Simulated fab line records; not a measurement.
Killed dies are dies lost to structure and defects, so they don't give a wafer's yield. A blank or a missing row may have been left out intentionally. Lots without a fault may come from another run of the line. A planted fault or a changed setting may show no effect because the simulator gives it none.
What tool caused it?    flow gf180mcu    6 lots, 18 wafers sampled, at 2 steps of a route of 602

## WHAT THE GAUGES SHOWED, per wafer
GF_TOP_METAL_CD_MEAS_14 targets a cd of 440 nm.
lot   measured      on         cd nm (nm)
L136  day 28 11:01  cd sem-02  441.5 441.7 442.6
L141  day 29 22:32  cd sem-02  438.2 438.3 439.3
L145  day 31 00:37  cd sem-02  439.6 439.9 439.4
L148  day 31 22:26  cd sem-02  439.5 439.8 439.6
L152  day 33 01:02  cd sem-01  438.1 437.1 438.6
L154  day 33 11:01  cd sem-01  441.0 441.8 442.3

## EACH LOT AND THE TOOL THAT RAN IT (in order: tool; ch and the chambers of the sampled wafers; start)
lot   GF_V5_CVD_23
L136  cvd w-02 ch 0,1, day 27 14:17
L141  cvd w-02 ch 1, day 29 02:13
L145  cvd w-02 ch 0,1, day 30 06:07
L148  cvd w-01 ch 0,1, day 31 04:23
L152  cvd w-01 ch 0,1, day 32 08:16
L154  cvd w-01 ch 0,1, day 32 18:35
- GF_V5_CVD_23: deposits W, target thk 350 nm, time 104.9 s.

## THE ANSWER, worked out from the rows above alone
Rule: the usual values come from the lots themselves. The widest of any qualifying gaps counts: lots, ordered by their means at a reading, are off when they make up no more than a third of the lots, leave a main group of 4 or more, and stand apart from it by 3 or more times the standard deviation of that group's means. If all means in a main group match to the digits the tables above print for the reading, that group is not used. A lot without any number at a reading at which 4 lots or more have one is off too. All remaining lots with rows at the step are treated as sound.
No lot is off on any of the readings shown, so nothing can be concluded from this.

## WHAT HAD BEEN PUT IN BY THE SIMULATOR
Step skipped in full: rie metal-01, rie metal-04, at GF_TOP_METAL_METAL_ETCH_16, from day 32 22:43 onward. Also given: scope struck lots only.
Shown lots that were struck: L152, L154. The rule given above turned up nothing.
